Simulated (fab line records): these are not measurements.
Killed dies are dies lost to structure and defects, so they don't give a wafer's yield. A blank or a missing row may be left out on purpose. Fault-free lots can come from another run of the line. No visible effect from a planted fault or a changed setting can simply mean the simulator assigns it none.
fab line records | flow gf180mcu | part 1 of 2: steps 1 to 25 of 34
record: lots: 5 | wafers: 15 | lastDay: 34
route steps=602 shown M3@422 V3@429
lots that met no fault: taken from a fault-free run of the same line
startH: start of the lot's first displayed wafer, in hours after the record's first day | waitH: hours elapsed since this lot's preceding step | " unchanged from the row above | L1.1+2: a single row standing in for several wafers | - value missing, or start not given | * or withheld: withheld | < > ~ a bound
route shown NAME@n: names a module that has steps shown in the file, with the first one's number in the route | usual: mean/standard deviation taken from wafers without a fault | same: alike in all rows | chamber/n: place in a boat | sites: per-site readings | _std_site: standard deviation of those values | _edge_site: the outer-site mean with the inner-site mean subtracted | radiusMm: how far each site lies from the wafer's centre | mask NAME#n: copy n | behind: the tool/chamber that last shaped the wafer | hold: cause of the lot's hold/its duration in hours/its outcome | device: the n, p or np transistor that did not switch | end of line: the same wafers' tests at the end of the route | a step with no rows: only its recipe | killed: dies that structure and defects cost at the first sort, which is not the same as the wafer's yield | map: the dies of a wafer, with x for killed, . for not killed, _ for no die there
set.NAME: setting as actually run; set.NAME@STEP: the setting as run at that earlier step | model.NAME: the simulator's own value behind a step, which no gauge read
certain route steps with their lots: each step a table, each wafer a row
services: when a tool's chamber went out of use (startH, in hours from the record's first day, below 0 if earlier), for how many hours, and the reason
== steps ==
step: GF_M3_DEVELOP_13
recipe: developTimeS: 60 | devTempC: 21
lot.wafer  | tool          | chamber | startH | waitH
L083.1+5+6 | lithoTrack-03 | 0       | 565.05 | 0.2
L085.2+3+5 | lithoTrack-02 | 0       | 583.05 | 0.2
L086.1+3+6 | lithoTrack-04 | 0       | 592.58 | 0.2
L087.4+5+6 | lithoTrack-03 | 0       | 598.43 | 0.1
L096.1+3+6 | lithoTrack-04 | 0       | 671.63 | 0.2
step: GF_M3_CD_MEAS_14
recipe: targetCdNm: 280
usual: cdNm: 279.3/1.2
lot.wafer | tool     | chamber | startH | waitH | cdNm
L083.1    | cdSem-01 | -       | 565.20 | 0.1   | 278.9
L083.5    | "        | -       | "      | "     | 278.4
L083.6    | "        | -       | "      | "     | 278.9
L085.2    | cdSem-01 | -       | 583.20 | 0.1   | 277.5
L085.3    | "        | -       | "      | "     | 277.9
L085.5    | "        | -       | "      | "     | 277.6
L086.1    | cdSem-02 | -       | 592.73 | 0.1   | 277.2
L086.3    | "        | -       | "      | "     | 277.3
L086.6    | "        | -       | "      | "     | 277.7
L087.4    | cdSem-01 | -       | 598.56 | 0.1   | 279.1
L087.5    | "        | -       | "      | "     | 279.3
L087.6    | "        | -       | "      | "     | 278.5
L096.1    | cdSem-02 | -       | 671.78 | 0.1   | 280.2
L096.3    | "        | -       | "      | "     | 280.8
L096.6    | "        | -       | "      | "     | 280.2
step: GF_M3_OVL_MEAS_15
usual: M3_OVL: -4/5.8
lot.wafer | tool       | chamber | startH | waitH | M3_OVL[nm]
L083.1    | overlay-01 | -       | 565.32 | 0.1   | -14
L083.5    | "          | -       | "      | "     | -12
L083.6    | "          | -       | "      | "     | -5
L085.2    | overlay-02 | -       | 583.31 | 0.1   | 1
L085.3    | "          | -       | "      | "     | -3
L085.5    | "          | -       | "      | "     | 1
L086.1    | overlay-01 | -       | 592.85 | 0.1   | -4
L086.3    | "          | -       | "      | "     | -6
L086.6    | "          | -       | "      | "     | -7
L087.4    | overlay-01 | -       | 598.64 | 0.1   | -4
L087.5    | "          | -       | "      | "     | 0
L087.6    | "          | -       | "      | "     | 0
L096.1    | overlay-02 | -       | 671.90 | 0.1   | -1
L096.3    | "          | -       | "      | "     | 3
L096.6    | "          | -       | "      | "     | -1
step: GF_M3_METAL_ETCH_16
recipe: chemistry: Cl2/BCl3 | maskMaterial: KrF | targetDepthNm: 750.8 | stopOn: SiO2 | pressureMtorr: 8 | icpW: 800 | biasW: 140 | Cl2_flow_sccm: 80 | bcl3FlowSccm: 40 | timeS: 125.1
usual: chamberPressureMTorr: 8.000/0.0078 | drypumpMotorCurrentA: 5.8/0.53 | oesProductAu: 0.989/0.006 | rfFwdPowerW: 796.4/2.3 | throttleValvePct: 28.233/0.01
lot.wafer | tool        | chamber | startH | waitH | chamberPressureMTorr | drypumpMotorCurrentA | oesProductAu | rfFwdPowerW | rfHoursCounterH | throttleValvePct
L083.1    | rieMetal-01 | 0       | 565.36 | 0.0   | 7.996                | 6.4                  | 1.002        | 797.3       | 12              | 28.243
L083.5    | "           | 1       | "      | "     | 7.996                | 6.4                  | 0.987        | 797.6       | -               | 28.234
L083.6    | "           | 0       | "      | "     | 8.000                | 6.4                  | 0.997        | 803.1       | -               | 28.228
L085.2    | rieMetal-03 | 0       | 583.34 | 0.0   | 7.998                | 5.1                  | 0.987        | 800.9       | 6               | 28.225
L085.3    | "           | 0       | "      | "     | 8.002                | 5.1                  | 0.995        | 801.1       | -               | 28.219
L085.5    | "           | 1       | "      | "     | 8.013                | 5.4                  | 0.984        | 794.7       | -               | 28.240
L086.1    | rieMetal-03 | 0       | 592.88 | 0.0   | 7.998                | 5.1                  | 0.985        | 797.7       | 6               | 28.225
L086.3    | "           | 0       | "      | "     | 8.001                | 5.1                  | 0.992        | 798.7       | -               | 28.235
L086.6    | "           | 0       | "      | "     | 8.000                | 5.1                  | 0.994        | 797.5       | -               | 28.253
L087.4    | rieMetal-02 | 0       | 598.70 | 0.1   | 7.999                | 6.2                  | 0.995        | 797.5       | -               | 28.252
L087.5    | "           | 0       | "      | "     | 7.998                | 6.2                  | 0.987        | 798.8       | -               | 28.233
L087.6    | "           | 1       | "      | "     | 7.996                | 6.1                  | 0.992        | 795.6       | -               | 28.234
L096.1    | rieMetal-03 | 1       | 671.93 | 0.0   | 8.001                | 5.4                  | 0.991        | 793.7       | 2               | 28.226
L096.3    | "           | 0       | "      | "     | 8.019                | 5.1                  | 0.984        | 795.0       | -               | 28.225
L096.6    | "           | 0       | "      | "     | 7.980                | 5.1                  | 0.986        | 797.8       | -               | 28.219
step: GF_M3_STRIP_17
recipe: chemistry: O2/N2 | powerW: 1400 | pressureMtorr: 1500 | platenTempC: 250 | o2FlowSccm: 3000 | n2FlowSccm: 300 | overashFraction: 0.5
usual: chamberPressureMTorr: 1499.9/1.2 | drypumpMotorCurrentA: 5.9/0.38 | heaterPowerW: 358/51 | n2FlowSccm: 299.9/0.86 | oesProductAu: 0.538/0.005 | stripTimeToEndpointS: 7.40/0.044
lot.wafer | tool           | chamber | startH | waitH | chamberPressureMTorr | drypumpMotorCurrentA | heaterPowerW | n2FlowSccm | oesProductAu | rfHoursCounterH | stripTimeToEndpointS
L083.1    | plasmaAsher-01 | 1       | 565.49 | 0.1   | 1498.5               | 5.4                  | 445          | 299.8      | 0.535        | 93              | 7.44
L083.5    | "              | 0       | "      | "     | 1499.0               | 5.7                  | 309          | 299.7      | 0.543        | -               | 7.41
L083.6    | "              | 1       | "      | "     | 1499.7               | 5.4                  | 446          | 299.8      | 0.542        | -               | 7.40
L085.2    | plasmaAsher-02 | 1       | 583.46 | 0.1   | 1501.7               | 6.4                  | 357          | 299.0      | 0.543        | 13              | 7.35
L085.3    | "              | 0       | "      | "     | 1499.9               | 6.4                  | 331          | 300.9      | 0.537        | -               | 7.41
L085.5    | "              | 0       | "      | "     | 1500.3               | 6.4                  | 330          | 300.8      | 0.540        | -               | 7.43
L086.1    | plasmaAsher-02 | 0       | 593.01 | 0.1   | 1499.9               | 6.5                  | 328          | 298.9      | 0.543        | 14              | 7.38
L086.3    | "              | 1       | "      | "     | 1500.8               | 6.4                  | 361          | 298.9      | 0.534        | -               | 7.39
L086.6    | "              | 1       | "      | "     | 1498.4               | 6.3                  | 349          | 299.6      | 0.545        | -               | 7.41
L087.4    | plasmaAsher-03 | 0       | 598.82 | 0.1   | 1499.8               | 6.0                  | 329          | 299.9      | 0.531        | -               | 7.39
L087.5    | "              | 0       | "      | "     | 1500.9               | 5.9                  | 332          | 298.7      | 0.530        | -               | 7.38
L087.6    | "              | 1       | "      | "     | 1499.2               | 5.8                  | 366          | 299.9      | 0.534        | -               | 7.37
L096.1    | plasmaAsher-01 | 1       | 672.06 | 0.1   | 1499.2               | 5.4                  | 468          | 298.5      | 0.544        | 102             | 7.36
L096.3    | "              | 1       | "      | "     | 1499.8               | 5.4                  | 457          | 300.6      | 0.544        | -               | 7.42
L096.6    | "              | 0       | "      | "     | 1499.5               | 5.7                  | 311          | 298.6      | 0.546        | -               | 7.40
step: GF_M3_STRIP_18
recipe: chemistry: postEtchResidueRemover | timeS: 1200 | tempC: 72.5
usual: bathGuardTempC: 72.6/0.48
lot.wafer | tool        | chamber | startH | waitH | bathGuardTempC
L083.1    | wetBench-02 | 3       | 565.59 | 0.1   | 72.7
L083.5    | "           | 3       | "      | "     | 72.9
L083.6    | "           | 3       | "      | "     | 72.9
L085.2    | wetBench-01 | 3       | 583.56 | 0.1   | 72.7
L085.3    | "           | 3       | "      | "     | 73.0
L085.5    | "           | 3       | "      | "     | 72.6
L086.1    | wetBench-02 | 3       | 593.11 | 0.1   | 72.7
L086.3    | "           | 3       | "      | "     | 73.0
L086.6    | "           | 3       | "      | "     | 73.1
L087.4    | wetBench-01 | 0       | 598.89 | 0.0   | 72.8
L087.5    | "           | 0       | "      | "     | 72.6
L087.6    | "           | 0       | "      | "     | 72.5
L096.1    | wetBench-01 | 3       | 672.16 | 0.1   | 73.1
L096.3    | "           | 3       | "      | "     | 72.8
L096.6    | "           | 3       | "      | "     | 72.9
step: GF_M3_CLEAN_19
recipe: chemistry: DIW | dry: n2Spin
lot.wafer  | tool        | chamber | startH | waitH
L083.1+5+6 | wetBench-01 | 2       | 566.27 | 0.0
L085.2+3+5 | wetBench-03 | 0       | 583.94 | 0.0
L086.1+3+6 | wetBench-03 | 0       | 593.46 | 0.0
L087.4+5+6 | wetBench-03 | 1       | 599.23 | 0.0
L096.1+3+6 | wetBench-03 | 0       | 672.50 | 0.0
step: GF_V3_CVD_00
recipe: material: SiO2 | targetThkNm: 600 | sigmaOpenFrac: 0.3 | tempC: 400 | timeS: 100 | sih4FlowSccm: 60 | pressureMtorr: 6
lot.wafer  | tool      | chamber | startH | waitH
L083.1+5+6 | hdpcvd-02 | 2,1,0   | 566.36 | 0.0
L085.2+3+5 | hdpcvd-02 | 1,0,0   | 584.03 | 0.0
L086.1+3+6 | hdpcvd-02 | 0,1,2   | 593.55 | 0.0
L087.4+5+6 | hdpcvd-01 | 1,2,0   | 599.36 | 0.0
L096.1+3+6 | hdpcvd-02 | 0,1,2   | 672.60 | 0.0
step: GF_V3_THK_MEAS_01
recipe: reads: SiO2_of_V3_CVD_00
usual: V3_CVD_00_THK: 603/7.2
lot.wafer | tool         | chamber | startH | waitH | V3_CVD_00_THK[nm]
L083.1    | filmMetro-04 | -       | 566.43 | 0.0   | 617
L083.5    | "            | -       | "      | "     | 598
L083.6    | "            | -       | "      | "     | 606
L085.2    | filmMetro-04 | -       | 584.11 | 0.0   | 597
L085.3    | "            | -       | "      | "     | 600
L085.5    | "            | -       | "      | "     | 599
L086.1    | filmMetro-03 | -       | 593.62 | 0.0   | 603
L086.3    | "            | -       | "      | "     | 609
L086.6    | "            | -       | "      | "     | 620
L087.4    | filmMetro-03 | -       | 599.42 | 0.0   | 595
L087.5    | "            | -       | "      | "     | 601
L087.6    | "            | -       | "      | "     | 594
L096.1    | filmMetro-04 | -       | 672.67 | 0.0   | 601
L096.3    | "            | -       | "      | "     | 613
L096.6    | "            | -       | "      | "     | 609
step: GF_V3_CVD_02
recipe: material: SiO2 | targetThkNm: 850 | precursor: TEOS | tempC: 400 | timeS: 94.851 | rfW: 600
usual: heaterPowerW: 689/87 | rfFwdPowerW: 596.1/2.1
lot.wafer | tool     | chamber | startH | waitH | heaterPowerW | rfFwdPowerW
L083.1    | pecvd-02 | 2       | 566.49 | 0.1   | 699          | 596.7
L083.5    | "        | 0       | "      | "     | 555          | 593.4
L083.6    | "        | 2       | "      | "     | 719          | 595.9
L085.2    | pecvd-02 | 0       | 584.16 | 0.0   | 656          | 592.8
L085.3    | "        | 2       | "      | "     | 640          | 598.3
L085.5    | "        | 1       | "      | "     | 740          | 596.0
L086.1    | pecvd-03 | 0       | 593.68 | 0.1   | 627          | 590.0
L086.3    | "        | 2       | "      | "     | 807          | 594.2
L086.6    | "        | 2       | "      | "     | 630          | 596.9
L087.4    | pecvd-01 | 2       | 599.49 | 0.1   | 647          | 598.7
L087.5    | "        | 0       | "      | "     | 825          | 597.5
L087.6    | "        | 1       | "      | "     | 842          | 592.3
L096.1    | pecvd-02 | 1       | 672.73 | 0.1   | 754          | 596.6
L096.3    | "        | 2       | "      | "     | 719          | 597.4
L096.6    | "        | 0       | "      | "     | 532          | 594.3
step: GF_V3_THK_MEAS_03
recipe: reads: SiO2_of_V3_CVD_02
usual: V3_CVD_02_THK: 847/12
lot.wafer | tool         | chamber | startH | waitH | V3_CVD_02_THK[nm]
L083.1    | filmMetro-01 | -       | 566.56 | 0.0   | 848
L083.5    | "            | -       | "      | "     | 850
L083.6    | "            | -       | "      | "     | 862
L085.2    | filmMetro-03 | -       | 584.24 | 0.0   | 836
L085.3    | "            | -       | "      | "     | 850
L085.5    | "            | -       | "      | "     | 851
L086.1    | filmMetro-01 | -       | 593.75 | 0.0   | 839
L086.3    | "            | -       | "      | "     | 836
L086.6    | "            | -       | "      | "     | 847
L087.4    | filmMetro-04 | -       | 599.55 | 0.0   | 860
L087.5    | "            | -       | "      | "     | 867
L087.6    | "            | -       | "      | "     | 840
L096.1    | filmMetro-03 | -       | 672.80 | 0.0   | 846
L096.3    | "            | -       | "      | "     | 847
L096.6    | "            | -       | "      | "     | 857
step: GF_V3_CMP_04
recipe: material: SiO2 | downForcePsi: 4 | platenRpm: 60 | padVelocityMS: 0.94248
usual: headPressurePsi: 3.999/0.009 | motorCurrentA: 11.5/1.5 | slurryFilterDpKPa: 13.49/0.14 | timeToEndpointS: 80/5.9
lot.wafer | tool   | chamber | startH | waitH | headPressurePsi | motorCurrentA | slurryFilterDpKPa | timeToEndpointS
L083.1    | cmp-02 | 3       | 566.77 | 0.2   | 3.991           | 10.5          | 13.56             | 88
L083.5    | "      | 0       | "      | "     | 4.001           | 13.1          | 13.50             | 83
L083.6    | "      | 1       | "      | "     | 3.981           | 12.7          | 13.24             | 88
L085.3    | cmp-02 | 2       | 584.39 | 0.1   | 4.001           | 9.4           | 13.55             | 80
L085.2    | "      | 3       | "      | "     | 3.991           | 9.6           | 13.45             | 75
L085.5    | "      | 0       | "      | "     | 3.998           | 13.2          | 13.47             | 79
L086.3    | cmp-02 | 1       | 593.81 | 0.0   | 4.000           | 13.0          | 13.54             | 65
L086.1    | "      | 0       | "      | "     | 3.992           | 13.4          | 13.23             | 73
L086.6    | "      | 1       | "      | "     | 4.005           | 13.4          | 13.34             | 69
L087.4    | cmp-01 | 0       | 599.68 | 0.1   | 4.010           | 13.3          | 13.73             | 81
L087.6    | "      | 2       | "      | "     | 3.996           | 10.1          | 13.67             | 76
L087.5    | "      | 3       | "      | "     | 3.996           | 10.5          | 13.60             | 79
L096.1    | cmp-02 | 1       | 672.86 | 0.1   | 4.010           | 12.9          | 13.55             | 74
L096.3    | "      | 3       | "      | "     | 4.008           | 10.9          | 13.18             | 87
L096.6    | "      | 1       | "      | "     | 3.998           | 12.6          | 13.33             | 79
step: GF_V3_BOW_MEAS_05
recipe: mode: bow
usual: V3_BOW: 117/9.5
lot.wafer | tool         | chamber | startH | waitH | V3_BOW[um]
L083.1    | filmMetro-01 | -       | 566.92 | 0.1   | 116
L083.5    | "            | -       | "      | "     | 107
L083.6    | "            | -       | "      | "     | 119
L085.2    | filmMetro-04 | -       | 584.61 | 0.1   | 130
L085.3    | "            | -       | "      | "     | 126
L085.5    | "            | -       | "      | "     | 118
L086.1    | filmMetro-03 | -       | 594.11 | 0.1   | 116
L086.3    | "            | -       | "      | "     | 109
L086.6    | "            | -       | "      | "     | 111
L087.4    | filmMetro-01 | -       | 599.94 | 0.2   | 110
L087.5    | "            | -       | "      | "     | 119
L087.6    | "            | -       | "      | "     | 116
L096.1    | filmMetro-04 | -       | 673.16 | 0.2   | 123
L096.3    | "            | -       | "      | "     | 114
L096.6    | "            | -       | "      | "     | 117
step: GF_V3_DEHYDRATE_06
recipe: tempC: 200 | timeS: 60
usual: heaterPowerTotalW: 160.37/0.12
lot.wafer | tool          | chamber | startH | waitH | heaterPowerTotalW
L083.1    | lithoTrack-01 | 0       | 577.30 | 10.4  | 160.56
L083.5    | "             | 0       | "      | "     | 160.43
L083.6    | "             | 0       | "      | "     | 160.32
L085.2    | lithoTrack-01 | 0       | 594.67 | 10.0  | 160.33
L085.3    | "             | 0       | "      | "     | 160.48
L085.5    | "             | 0       | "      | "     | 160.26
L086.1    | lithoTrack-03 | 0       | 604.05 | 9.9   | 160.33
L086.3    | "             | 0       | "      | "     | 160.35
L086.6    | "             | 0       | "      | "     | 160.20
L087.4    | lithoTrack-02 | 0       | 609.60 | 9.6   | 160.29
L087.5    | "             | 0       | "      | "     | 160.24
L087.6    | "             | 0       | "      | "     | 160.31
L096.1    | lithoTrack-01 | 0       | 682.20 | 9.0   | 160.34
L096.3    | "             | 0       | "      | "     | 160.40
L096.6    | "             | 0       | "      | "     | 160.62
step: GF_V3_HMDS_07
recipe: primeTimeS: 60 | primeTempC: 120
lot.wafer  | tool          | chamber | startH | waitH
L083.1+5+6 | lithoTrack-01 | 0       | 577.45 | 0.1
L085.2+3+5 | lithoTrack-01 | 0       | 594.82 | 0.1
L086.1+3+6 | lithoTrack-03 | 0       | 604.20 | 0.1
L087.4+5+6 | lithoTrack-02 | 0       | 609.75 | 0.1
L096.1+3+6 | lithoTrack-01 | 0       | 682.35 | 0.1
step: GF_V3_COAT_08
recipe: resist: BARC | tempC: withheld | timeS: withheld | spinRpm: withheld | resistThkNm: withheld
lot.wafer  | tool          | chamber | startH | waitH
L083.1+5+6 | lithoTrack-01 | 0       | 577.60 | 0.1
L085.2+3+5 | lithoTrack-01 | 0       | 594.97 | 0.1
L086.1+3+6 | lithoTrack-03 | 0       | 604.35 | 0.1
L087.4+5+6 | lithoTrack-02 | 0       | 609.90 | 0.1
L096.1+3+6 | lithoTrack-01 | 0       | 682.50 | 0.1
step: GF_V3_COAT_09
recipe: resist: KrF | spinRpm: withheld | resistThkNm: 1000
lot.wafer  | tool          | chamber | startH | waitH
L083.1+5+6 | lithoTrack-01 | 0       | -      | -
L085.2+3+5 | lithoTrack-01 | 0       | -      | -
L086.1+3+6 | lithoTrack-03 | 0       | -      | -
L087.4+5+6 | lithoTrack-02 | 0       | -      | -
L096.1+3+6 | lithoTrack-01 | 0       | -      | -
step: GF_V3_SOFTBAKE_10
recipe: tempC: 130 | timeS: 60 | resist: KrF
usual: heaterPowerTotalW: 93.06/0.055
lot.wafer | tool          | chamber | startH | waitH | heaterPowerTotalW
L083.1    | lithoTrack-01 | 0       | -      | -     | 93.11
L083.5    | "             | 0       | "      | "     | 93.06
L083.6    | "             | 0       | "      | "     | 93.02
L085.2    | lithoTrack-01 | 0       | -      | -     | 93.09
L085.3    | "             | 0       | "      | "     | 93.03
L085.5    | "             | 0       | "      | "     | 93.04
L086.1    | lithoTrack-03 | 0       | -      | -     | 93.06
L086.3    | "             | 0       | "      | "     | 93.09
L086.6    | "             | 0       | "      | "     | 93.05
L087.4    | lithoTrack-02 | 0       | -      | -     | 93.03
L087.5    | "             | 0       | "      | "     | 93.09
L087.6    | "             | 0       | "      | "     | 93.11
L096.1    | lithoTrack-01 | 0       | -      | -     | 92.98
L096.3    | "             | 0       | "      | "     | 93.11
L096.6    | "             | 0       | "      | "     | 92.99
step: GF_V3_EXPOSE_11
recipe: maskId: Via3 | targetCdNm: 260 | na: 0.68 | sourceShape: conventional | sigmaOuter: 0.6 | doseMj: 38
usual: focusOffsetNm: 0.2/0.54
lot.wafer | tool          | chamber | startH | waitH | mask   | focusOffsetNm
L083.1    | krfScanner-01 | 0       | -      | -     | Via3#0 | -0.7
L083.5    | "             | 0       | "      | "     | Via3#0 | -0.7
L083.6    | "             | 0       | "      | "     | Via3#0 | -0.6
L085.2    | krfScanner-01 | 0       | -      | -     | Via3#0 | 0.1
L085.3    | "             | 0       | "      | "     | Via3#0 | 0.4
L085.5    | "             | 0       | "      | "     | Via3#0 | 0.3
L086.1    | krfScanner-02 | 0       | -      | -     | Via3#0 | 1.5
L086.3    | "             | 0       | "      | "     | Via3#0 | 0.6
L086.6    | "             | 0       | "      | "     | Via3#0 | 0.8
L087.4    | krfScanner-01 | 0       | -      | -     | Via3#0 | 0.2
L087.5    | "             | 0       | "      | "     | Via3#0 | -0.1
L087.6    | "             | 0       | "      | "     | Via3#0 | 0.8
L096.1    | krfScanner-02 | 0       | -      | -     | Via3#0 | 0.1
L096.3    | "             | 0       | "      | "     | Via3#0 | 0.2
L096.6    | "             | 0       | "      | "     | Via3#0 | -0.3
step: GF_V3_PEB_12
recipe: pebTempC: 135 | pebTimeS: 90 | resist: KrF
usual: heaterPowerTotalW: 85.70/0.088
lot.wafer | tool          | chamber | startH | waitH | heaterPowerTotalW
L083.1    | lithoTrack-01 | 0       | -      | -     | 85.81
L083.5    | "             | 0       | "      | "     | 85.61
L083.6    | "             | 0       | "      | "     | 85.81
L085.2    | lithoTrack-01 | 0       | -      | -     | 85.61
L085.3    | "             | 0       | "      | "     | 85.76
L085.5    | "             | 0       | "      | "     | 85.80
L086.1    | lithoTrack-02 | 0       | -      | -     | 85.78
L086.3    | "             | 0       | "      | "     | 85.55
L086.6    | "             | 0       | "      | "     | 85.79
L087.4    | lithoTrack-02 | 0       | -      | -     | 85.72
L087.5    | "             | 0       | "      | "     | 85.74
L087.6    | "             | 0       | "      | "     | 85.81
L096.1    | lithoTrack-02 | 0       | -      | -     | 85.69
L096.3    | "             | 0       | "      | "     | 85.72
L096.6    | "             | 0       | "      | "     | 85.65
step: GF_V3_DEVELOP_13
recipe: developTimeS: 60 | resist: KrF | devTempC: 21
lot.wafer  | tool          | chamber | startH | waitH
L083.1+5+6 | lithoTrack-01 | 0       | 588.70 | 0.2
L085.2+3+5 | lithoTrack-01 | 0       | 605.47 | 0.2
L086.1+3+6 | lithoTrack-02 | 0       | 614.88 | 0.2
L087.4+5+6 | lithoTrack-02 | 0       | 620.45 | 0.1
L096.1+3+6 | lithoTrack-02 | 0       | 692.28 | 0.2
step: GF_V3_CD_MEAS_14
recipe: targetCdNm: 260
usual: cdNm: 260.0/1
lot.wafer | tool     | chamber | startH | waitH | cdNm
L083.1    | cdSem-01 | -       | 588.85 | 0.1   | 260.2
L083.5    | "        | -       | "      | "     | 260.0
L083.6    | "        | -       | "      | "     | 259.2
L085.2    | cdSem-02 | -       | 605.62 | 0.1   | 259.4
L085.3    | "        | -       | "      | "     | 259.7
L085.5    | "        | -       | "      | "     | 261.5
L086.1    | cdSem-02 | -       | 615.03 | 0.1   | 259.1
L086.3    | "        | -       | "      | "     | 259.7
L086.6    | "        | -       | "      | "     | 260.6
L087.4    | cdSem-02 | -       | 620.59 | 0.1   | 259.6
L087.5    | "        | -       | "      | "     | 260.2
L087.6    | "        | -       | "      | "     | 260.3
L096.1    | cdSem-02 | -       | 692.43 | 0.1   | 259.0
L096.3    | "        | -       | "      | "     | 258.4
L096.6    | "        | -       | "      | "     | 258.7
step: GF_V3_OVL_MEAS_15
usual: V3_OVL: -3/5.4
lot.wafer | tool       | chamber | startH | waitH | V3_OVL[nm]
L083.1    | overlay-01 | -       | 588.97 | 0.1   | -11
L083.5    | "          | -       | "      | "     | -9
L083.6    | "          | -       | "      | "     | -6
L085.2    | overlay-01 | -       | 605.73 | 0.1   | -1
L085.3    | "          | -       | "      | "     | -4
L085.5    | "          | -       | "      | "     | -1
L086.1    | overlay-01 | -       | 615.15 | 0.1   | -2
L086.3    | "          | -       | "      | "     | -10
L086.6    | "          | -       | "      | "     | 3
L087.4    | overlay-01 | -       | 620.67 | 0.1   | 9
L087.5    | "          | -       | "      | "     | 15
L087.6    | "          | -       | "      | "     | 7
L096.1    | overlay-01 | -       | 692.55 | 0.1   | -5
L096.3    | "          | -       | "      | "     | -6
L096.6    | "          | -       | "      | "     | -14
step: GF_V3_ETCH_16
recipe: chemistry: N2/H2 | targetDepthA: withheld | overetchA: withheld | timeS: withheld | target: BARC | ionEnergyEv: 200 | sourceW: 500 | biasW: 100 | pressureMtorr: 30 | n2FlowSccm: 100 | h2FlowSccm: 200
usual: chamberPressureMTorr: 30.002/0.027 | drypumpMotorCurrentA: 5.5/0.48 | h2FlowSccm: 200.0/0.52 | n2FlowSccm: 99.98/0.3 | oesProductAu: 0.855/0.0044 | rfFwdPowerW: 494.6/2.6 | throttleValvePct: 13.224/0.0094
lot.wafer | tool       | chamber | startH | waitH | chamberPressureMTorr | drypumpMotorCurrentA | h2FlowSccm | n2FlowSccm | oesProductAu | rfFwdPowerW | throttleValvePct
L083.1    | rieDiel-03 | 2       | 589.01 | 0.0   | 29.992               | 5.6                  | 199.8      | 100.24     | 0.858        | 494.9       | 13.226
L083.5    | "          | 1       | "      | "     | 30.048               | 4.7                  | 199.9      | 99.96      | 0.857        | 495.7       | 13.232
L083.6    | "          | 0       | "      | "     | 29.989               | 5.5                  | 199.8      | 100.21     | 0.860        | 492.0       | 13.222
L085.2    | rieDiel-04 | 3       | 605.76 | 0.0   | 30.015               | 5.6                  | 200.6      | 100.05     | 0.852        | 500.9       | 13.233
L085.3    | "          | 2       | "      | "     | 29.996               | 5.1                  | 200.0      | 100.13     | 0.859        | 496.0       | 13.201
L085.5    | "          | 1       | "      | "     | 30.045               | 5.6                  | 200.5      | 100.04     | 0.852        | 491.1       | 13.220
L086.1    | rieDiel-03 | 1       | 615.19 | 0.0   | 29.972               | 4.7                  | 200.0      | 99.85      | 0.860        | 492.3       | 13.222
L086.3    | "          | 3       | "      | "     | 30.022               | 5.3                  | 199.6      | 100.56     | 0.860        | 494.8       | 13.230
L086.6    | "          | 2       | "      | "     | 30.003               | 5.6                  | 200.8      | 99.26      | 0.864        | 497.2       | 13.246
L087.4    | rieDiel-02 | 0       | 620.69 | 0.0   | 30.030               | 6.4                  | 200.5      | 99.73      | 0.850        | 491.8       | 13.204
L087.5    | "          | 0       | "      | "     | 29.952               | 6.4                  | 200.4      | 100.08     | 0.850        | 491.6       | 13.229
L087.6    | "          | 3       | "      | "     | 29.997               | 5.8                  | 201.2      | 99.54      | 0.857        | 498.0       | 13.242
L096.1    | rieDiel-02 | 1       | 692.58 | 0.0   | 29.997               | 5.6                  | 199.4      | 100.09     | 0.855        | 492.7       | 13.229
L096.3    | "          | 3       | "      | "     | 30.019               | 5.9                  | 200.2      | 99.91      | 0.856        | 495.2       | 13.210
L096.6    | "          | 2       | "      | "     | 30.016               | 6.0                  | 199.9      | 100.26     | 0.850        | 494.2       | 13.208
step: GF_V3_ETCH_17
recipe: chemistry: C4F8/O2/Ar | maskMaterial: KrF | target: SiO2 | stopOn: TiN | sourceW: 1500 | biasW: 1200 | pressureMtorr: 40 | c4f8FlowSccm: withheld | O2_flow_sccm: 6 | Ar_flow_sccm: 300 | timeS: withheld | targetDepthA: 6350
usual: chamberPressureMTorr: 39.99/0.035 | oesProductAu: 0.856/0.0047 | rfFwdPowerW: 1492/5.2
lot.wafer | tool       | chamber | startH | waitH | chamberPressureMTorr | oesProductAu | rfFwdPowerW
L083.1    | rieDiel-03 | 2       | -      | -     | 39.91                | 0.853        | 1503
L083.5    | "          | 1       | "      | "     | 40.00                | 0.856        | 1492
L083.6    | "          | 0       | "      | "     | 39.99                | 0.864        | 1490
L085.2    | rieDiel-04 | 3       | -      | -     | 40.01                | 0.866        | 1496
L085.3    | "          | 2       | "      | "     | 40.07                | 0.856        | 1498
L085.5    | "          | 1       | "      | "     | 39.96                | 0.857        | 1492
L086.1    | rieDiel-03 | 1       | -      | -     | 40.01                | 0.854        | 1487
L086.3    | "          | 3       | "      | "     | 39.95                | 0.851        | 1490
L086.6    | "          | 2       | "      | "     | 39.97                | 0.861        | 1494
L087.4    | rieDiel-02 | 0       | -      | -     | 40.05                | 0.852        | 1488
L087.5    | "          | 0       | "      | "     | 39.99                | 0.865        | 1490
L087.6    | "          | 3       | "      | "     | 40.01                | 0.846        | 1493
L096.1    | rieDiel-02 | 1       | -      | -     | 40.02                | 0.857        | 1494
L096.3    | "          | 3       | "      | "     | 40.02                | 0.850        | 1497
L096.6    | "          | 2       | "      | "     | 40.03                | 0.852        | 1485
